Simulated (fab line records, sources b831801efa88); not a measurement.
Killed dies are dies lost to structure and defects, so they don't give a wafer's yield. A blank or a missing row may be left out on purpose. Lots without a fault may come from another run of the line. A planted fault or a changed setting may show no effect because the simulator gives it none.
Which tool did it? | flow sky130 | 24 lots, 72 wafers sampled, at 6 steps of a route of 708

WHAT THE GAUGES READ, wafer by wafer
SKY_SD_N_TW_MEAS_12. Usual: SD_N_TW 3986, standard deviation 24.
lot  | measured     | on            | SD_N_TW        | flag
L074 | day 27 20:10 | film_metro-04 | 3998 3975 4002 |
L075 | day 28 03:19 | film_metro-04 | 4025 4018 4034 |
L076 | day 28 16:12 | film_metro-03 | 3953 3948 3953 |
L077 | day 29 11:10 | film_metro-03 | 3981 3961 3987 |
L078 | day 29 12:07 | film_metro-01 | 3996 3976 3974 |
L080 | day 29 19:04 | film_metro-01 | 3947 3973 3962 |
L079 | day 29 20:32 | film_metro-04 | 4025 4017 4005 |
L081 | day 30 05:37 | film_metro-04 | 4029 4023 3991 |
L082 | day 31 06:58 | film_metro-01 | 3978 3974 3976 |
L084 | day 31 09:41 | film_metro-01 | 3975 3968 3990 |
L083 | day 31 13:41 | film_metro-04 | 4019 3996 4018 |
L085 | day 31 21:34 | film_metro-04 | 4011 4003 4002 |
L086 | day 32 00:23 | film_metro-04 | 4031 4062 4027 |
L087 | day 32 09:28 | film_metro-03 | 3953 3983 3966 |
L088 | day 32 17:47 | film_metro-03 | 3999 3970 3987 |
L089 | day 32 21:53 | film_metro-01 | 3957 3969 3974 |
L090 | day 33 04:53 | film_metro-01 | 4003 3989 3992 |
L091 | day 33 16:26 | film_metro-01 | 4014 3983 4002 |
L092 | day 34 00:32 | film_metro-03 | 3982 3968 3976 |
L094 | day 34 07:41 | film_metro-01 | 3981 3993 3976 |
L095 | day 34 17:04 | film_metro-01 | 3975 3990 3990 |
L093 | day 34 17:13 | film_metro-03 | 3960 3954 3969 |
L096 | day 34 23:28 | film_metro-03 | 3973 3992 3976 |
L097 | day 35 08:22 | film_metro-04 | 3956 3972 3960 |

SKY_LOCAL_INTERCONNECT_RS_MEAS_01: measures by four-point-probe. Usual: LOCAL_INTERCONNECT_TIN_RS 14.05 ohm/sq, standard deviation 0.18.
lot  | measured     | on            | LOCAL_INTERCONNECT_TIN_RS (ohm/sq) | flag
L074 | day 29 02:45 | film_metro-01 | 14.33 14.28 14.20                  |
L075 | day 29 10:18 | film_metro-02 | 14.17 13.93 14.11                  |
L076 | day 29 22:58 | film_metro-03 | 13.89 14.07 14.05                  |
L077 | day 30 17:23 | film_metro-03 | 14.02 13.99 13.91                  |
L078 | day 30 18:13 | film_metro-03 | 13.99 14.10 14.15                  |
L080 | day 31 01:44 | film_metro-01 | 13.87 13.76 13.96                  |
L079 | day 31 02:37 | film_metro-03 | 14.30 14.18 14.28                  |
L081 | day 31 11:27 | film_metro-02 | 14.06 14.02 13.92                  |
L082 | day 32 11:54 | film_metro-01 | 14.05 13.95 13.96                  |
L084 | day 32 15:52 | film_metro-03 | 13.97 14.17 14.20                  |
L083 | day 32 20:05 | film_metro-03 | 13.97 14.28 14.02                  |
L085 | day 33 03:16 | film_metro-01 | 13.97 13.95 14.20                  |
L086 | day 33 05:37 | film_metro-03 | 13.93 14.07 13.83                  |
L087 | day 33 14:59 | film_metro-03 | 13.97 14.12 14.04                  |
L088 | day 33 22:57 | film_metro-03 | 13.83 14.04 13.82                  |
L089 | day 34 02:58 | film_metro-02 | 13.88 13.78 13.79                  |
L090 | day 34 09:32 | film_metro-01 | 14.25 14.07 14.41                  |
L091 | day 34 21:37 | film_metro-01 | 13.91 13.98 13.79                  |
L092 | day 35 05:49 | film_metro-01 | 14.07 13.94 13.94                  |
L094 | day 35 12:52 | film_metro-01 | 14.47 14.14 14.32                  |
L095 | day 35 21:45 | film_metro-03 | 13.98 13.92 13.84                  |
L093 | day 35 21:53 | film_metro-02 | 14.14 14.28 14.33                  |
L096 | day 36 04:34 | film_metro-03 | 14.19 14.03 13.96                  |
L097 | day 36 13:51 | film_metro-02 | 14.19 14.25 14.39                  |

SKY_METAL5_RS_MEAS_05: measures by four-point-probe. Usual: METAL5_ALCU_RS 0.02723 ohm/sq, standard deviation 0.00023.
lot  | measured     | on            | METAL5_ALCU_RS (ohm/sq) | flag
L074 | day 42 20:58 | film_metro-01 | 0.02714 0.02718 0.02713 |
L075 | day 42 23:04 | film_metro-01 | 0.02706 0.02717 0.02704 |
L076 | day 43 12:44 | film_metro-04 | 0.02739 0.02731 0.02717 |
L077 | day 44 03:30 | film_metro-02 | 0.02749 0.02744 0.02716 |
L078 | day 44 05:13 | film_metro-02 | 0.02741 0.02717 0.02748 |
L080 | day 44 10:37 | film_metro-02 | 0.02705 0.0271 0.02679  |
L079 | day 44 11:12 | film_metro-01 | 0.02733 0.02735 0.02707 |
L081 | day 44 18:47 | film_metro-02 | 0.02681 0.02721 0.02742 |
L082 | day 45 12:32 | film_metro-02 | 0.02701 0.02713 0.02703 |
L084 | day 45 15:19 | film_metro-01 | 0.02741 0.02798 0.02763 |
L083 | day 45 19:49 | film_metro-04 | 0.02749 0.02763 0.02775 |
L085 | day 46 03:04 | film_metro-02 | 0.02724 0.02713 0.02725 |
L086 | day 46 04:10 | film_metro-02 | 0.02715 0.02752 0.02731 |
L087 | day 46 13:07 | film_metro-02 | 0.02726 0.02722 0.02705 |
L088 | day 46 16:08 | film_metro-04 | 0.02711 0.02739 0.02736 |
L089 | day 46 20:05 | film_metro-04 | 0.02726 0.02724 0.02745 |
L090 | day 47 01:54 | film_metro-04 | 0.02704 0.02693 0.02725 |
L091 | day 47 09:34 | film_metro-04 | 0.02708 0.02685 0.02699 |
L092 | day 47 16:28 | film_metro-01 | 0.02677 0.02704 0.02715 |
L094 | day 48 00:40 | film_metro-04 | 0.02716 0.02715 0.02715 |
L095 | day 48 05:05 | film_metro-04 | 0.02724 0.0272 0.02699  |
L093 | day 48 04:07 | film_metro-01 | 0.0269 0.02739 0.02715  |
L096 | day 48 10:07 | film_metro-01 | 0.02724 0.02749 0.0275  |
L097 | day 48 13:45 | film_metro-02 | 0.02689 0.02678 0.02703 |

SKY_PASSIVATION_THK_MEAS_01. Usual: PASSIVATION_CVD_00_THK 90.1 nm, standard deviation 1.3.
lot  | measured     | on            | PASSIVATION_CVD_00_THK (nm) | flag
L074 | day 43 20:29 | film_metro-03 | 88.7 89.7 89.7              |
L075 | day 43 22:50 | film_metro-04 | 88.7 88.9 89.9              |
L076 | day 44 11:44 | film_metro-01 | 90.1 92.1 90.0              |
L077 | day 45 02:02 | film_metro-03 | 87.9 89.8 89.1              |
L078 | day 45 03:48 | film_metro-04 | 89.8 89.2 91.6              |
L080 | day 45 09:16 | film_metro-04 | 88.8 88.4 91.0              |
L079 | day 45 10:07 | film_metro-04 | 89.1 89.5 90.8              |
L081 | day 45 16:50 | film_metro-04 | 91.5 91.2 92.4              |
L082 | day 46 09:46 | film_metro-01 | 88.6 89.2 91.1              |
L084 | day 46 13:07 | film_metro-01 | 88.8 90.2 90.0              |
L083 | day 46 17:58 | film_metro-03 | 88.5 89.4 90.4              |
L085 | day 47 00:23 | film_metro-03 | 87.6 89.6 90.5              |
L086 | day 47 01:47 | film_metro-04 | 90.2 89.4 90.3              |
L087 | day 47 09:47 | film_metro-04 | 90.8 89.3 91.1              |
L088 | day 47 12:45 | film_metro-01 | 87.3 90.2 91.2              |
L089 | day 47 16:02 | film_metro-03 | 91.6 92.6 92.5              |
L090 | day 47 22:16 | film_metro-04 | 88.6 89.2 89.3              |
L091 | day 48 05:39 | film_metro-04 | 89.3 91.0 91.3              |
L092 | day 48 12:32 | film_metro-01 | 90.5 90.4 92.1              |
L094 | day 48 20:00 | film_metro-01 | 90.5 90.9 93.0              |
L095 | day 49 00:45 | film_metro-01 | 91.2 91.3 92.0              |
L093 | day 48 23:34 | film_metro-04 | 89.0 88.7 89.4              |
L096 | day 49 05:38 | film_metro-03 | 89.3 88.9 90.1              |
L097 | day 49 08:35 | film_metro-03 | 88.6 90.6 89.4              |

WHICH TOOL RAN EACH LOT (tool, then ch and the chambers of the sampled wafers, then the start)
lot  | SKY_CAP2M_SPUTTER_02         | SKY_METAL5_SPUTTER_02
L074 | pvd_sputter-02, day 39 16:34 | pvd_sputter-03, day 42 20:50
L075 | pvd_sputter-02, day 39 21:10 | pvd_sputter-02, day 42 22:56
L076 | pvd_sputter-03, day 40 09:18 | pvd_sputter-03, day 43 12:33
L077 | pvd_sputter-04, day 41 02:08 | pvd_sputter-03, day 44 03:23
L078 | pvd_sputter-02, day 41 03:17 | pvd_sputter-01, day 44 05:05
L080 | pvd_sputter-02, day 41 08:52 | pvd_sputter-03, day 44 10:29
L079 | pvd_sputter-02, day 41 10:10 | pvd_sputter-02, day 44 11:04
L081 | pvd_sputter-02, day 41 17:58 | pvd_sputter-01, day 44 18:40
L082 | pvd_sputter-03, day 42 14:31 | pvd_sputter-02, day 45 12:25
L084 | pvd_sputter-03, day 42 16:58 | pvd_sputter-01, day 45 15:10
L083 | pvd_sputter-04, day 42 22:08 | pvd_sputter-01, day 45 19:39
L085 | pvd_sputter-02, day 43 04:38 | pvd_sputter-03, day 46 02:58
L086 | pvd_sputter-04, day 43 05:51 | pvd_sputter-01, day 46 04:02
L087 | pvd_sputter-04, day 43 15:51 | pvd_sputter-02, day 46 13:01
L088 | pvd_sputter-04, day 43 21:45 | pvd_sputter-01, day 46 15:58
L089 | pvd_sputter-03, day 44 00:13 | pvd_sputter-03, day 46 19:56
L090 | pvd_sputter-03, day 44 05:52 | pvd_sputter-03, day 47 01:46
L091 | pvd_sputter-03, day 44 15:40 | pvd_sputter-02, day 47 09:25
L092 | pvd_sputter-03, day 44 23:53 | pvd_sputter-01, day 47 16:19
L094 | pvd_sputter-03, day 45 06:20 | pvd_sputter-02, day 48 00:31
L095 | pvd_sputter-03, day 45 12:37 | pvd_sputter-01, day 48 04:58
L093 | pvd_sputter-03, day 45 11:26 | pvd_sputter-01, day 48 04:00
L096 | pvd_sputter-02, day 45 18:01 | pvd_sputter-01, day 48 09:59
L097 | pvd_sputter-02, day 45 23:10 | pvd_sputter-02, day 48 13:38
- SKY_CAP2M_SPUTTER_02: material TiN, target thk 200 nm, time 166.7 s.
- SKY_METAL5_SPUTTER_02: material AlCu, target thk 1150 nm, time 61.2 s.

WHAT THE TOOLS THEMSELVES READ (means of the sampled wafers that have a number; where no wafer has one, the mark that the record gives instead)
SKY_CAP2M_SPUTTER_02. Usual: throttle_valve_pct 29.9 %, standard deviation 1.1.
lot  | tool           | throttle_valve_pct (%) | flag
L074 | pvd_sputter-02 | 29.6                   |
L075 | pvd_sputter-02 | 29.6                   |
L076 | pvd_sputter-03 | 31.0                   |
L077 | pvd_sputter-04 | 30.1                   |
L078 | pvd_sputter-02 | 30.6                   |
L080 | pvd_sputter-02 | 29.7                   |
L079 | pvd_sputter-02 | 30.4                   |
L081 | pvd_sputter-02 | 28.5                   |
L082 | pvd_sputter-03 | 29.9                   |
L084 | pvd_sputter-03 | 29.7                   |
L083 | pvd_sputter-04 | 30.0                   |
L085 | pvd_sputter-02 | 30.2                   |
L086 | pvd_sputter-04 | 29.4                   |
L087 | pvd_sputter-04 | 30.0                   |
L088 | pvd_sputter-04 | 29.8                   |
L089 | pvd_sputter-03 | 29.7                   |
L090 | pvd_sputter-03 | 30.0                   |
L091 | pvd_sputter-03 | 30.8                   |
L092 | pvd_sputter-03 | 30.1                   |
L094 | pvd_sputter-03 | 29.8                   |
L095 | pvd_sputter-03 | 30.7                   |
L093 | pvd_sputter-03 | 31.4                   |
L096 | pvd_sputter-02 | 29.7                   |
L097 | pvd_sputter-02 | 30.4                   |

SKY_METAL5_SPUTTER_02. Usual: throttle_valve_pct 30.2 %, standard deviation 1.
lot  | tool           | throttle_valve_pct (%) | flag
L074 | pvd_sputter-03 | 30.0                   |
L075 | pvd_sputter-02 | 30.2                   |
L076 | pvd_sputter-03 | 29.5                   |
L077 | pvd_sputter-03 | 30.1                   |
L078 | pvd_sputter-01 | 30.8                   |
L080 | pvd_sputter-03 | 30.7                   |
L079 | pvd_sputter-02 | 29.5                   |
L081 | pvd_sputter-01 | 30.4                   |
L082 | pvd_sputter-02 | 29.7                   |
L084 | pvd_sputter-01 | 30.3                   |
L083 | pvd_sputter-01 | 31.5                   |
L085 | pvd_sputter-03 | 30.6                   |
L086 | pvd_sputter-01 | 31.3                   |
L087 | pvd_sputter-02 | 29.6                   |
L088 | pvd_sputter-01 | 30.9                   |
L089 | pvd_sputter-03 | 30.5                   |
L090 | pvd_sputter-03 | 30.3                   |
L091 | pvd_sputter-02 | 29.5                   |
L092 | pvd_sputter-01 | 30.3                   |
L094 | pvd_sputter-02 | 30.3                   |
L095 | pvd_sputter-01 | 30.4                   |
L093 | pvd_sputter-01 | 30.1                   |
L096 | pvd_sputter-01 | 30.2                   |
L097 | pvd_sputter-02 | 29.7                   |

THE ANSWER, worked out from the rows above alone
Rule: a lot is off if the mean of its wafers that have a number lies more than 3 standard deviations from the usual mean. A lot without any number at a reading at which 4 lots or more have one is off too. The other lots that the step has rows for count as sound. The gauges are gone through in route order, then the tools' own readings, and for those a lot's mean is taken as printed above. The first step at which some lot is off is used, and at that step the reading that is off furthest; a lot without a number counts as furthest.
No lot is off at any reading shown: from this, nothing can be told.

WHAT THE SIMULATOR HAD PUT IN
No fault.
